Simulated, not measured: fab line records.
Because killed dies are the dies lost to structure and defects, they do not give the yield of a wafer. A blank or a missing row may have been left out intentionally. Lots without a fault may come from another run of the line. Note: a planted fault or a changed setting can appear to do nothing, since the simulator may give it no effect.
A single fault, viewed from 2 desks -- flow sky130 -- only its own numbers are on each desk; what lay behind them is given at the end

FROM THE METROLOGY DESK
What the gauges read, lot by lot, whatever tool the lot ran on: means of the sampled wafers that have a number. Any lot whose mean is over 4 standard deviations away from the usual mean is out of limits and marked OUT; that distance is given in the brackets.
Columns: A = METAL1_OVL at SKY_METAL1_OVL_MEAS_16, usual 3 nm; B = VIA1_OVL at SKY_VIA1_OVL_MEAS_13, usual -3 nm
lot,first seen here,A,B
L847,day 32 23:02,-4,6
L848,day 33 04:26,8,-2
L849,day 33 10:50,-1,-1
L851,day 35 13:23,2,-2
L852,day 35 14:32,5,-9
L853,day 35 16:01,2,-1
L854,day 35 18:26,0,-2
L855,day 36 01:14,-2,-13
L858,day 36 13:11,4,-1
L857,day 36 20:14,-1,-2
L863,day 39 02:07,3,-7
L865,day 39 13:50,9,-2
L867,day 40 01:53,9,-2
L868,day 40 02:13,1,1
L869,day 40 21:25,-2,-6
Finding of this desk: none of the 15 lots has anything out of limits.

DESK OF THE TOOL OWNER: rie-diel-03
The tool's own readings at SKY_VIA1_ETCH_15 (etches SiO2 in C4F8/O2/Ar, stops on TiN, target depth 351 nm, time 54 s): means of the sampled wafers that have a number, for each lot that ran on this tool. Any lot whose mean is over 4 standard deviations away from the usual mean is out of limits and marked OUT; that distance is given in the brackets.
Columns: A = bias-w at SKY_VIA1_ETCH_15, usual 1200 W; B = chamber-pressure-mTorr at SKY_VIA1_ETCH_15, usual 40.00 mTorr; C = oes-product-au at SKY_VIA1_ETCH_15, usual 0.982 a.u.
lot,first seen here,A,B,C
L849,day 34 15:13,1198,39.98,0.989
L851,day 36 17:22,1201,39.98,0.980
L853,day 36 19:08,1200,39.98,0.983
L865,day 40 15:31,1202,40.00,0.984
L868,day 41 04:03,1196,40.04,0.979
L869,day 41 23:24,1198,39.99,0.983
Finding of this desk: none of the 6 lots has anything out of limits.

TAKEN TOGETHER
Nothing out of limits was seen by the metrology desk.
The desk of the tool owner found nothing out of limits.

WHAT THE SIMULATOR HAD PUT IN
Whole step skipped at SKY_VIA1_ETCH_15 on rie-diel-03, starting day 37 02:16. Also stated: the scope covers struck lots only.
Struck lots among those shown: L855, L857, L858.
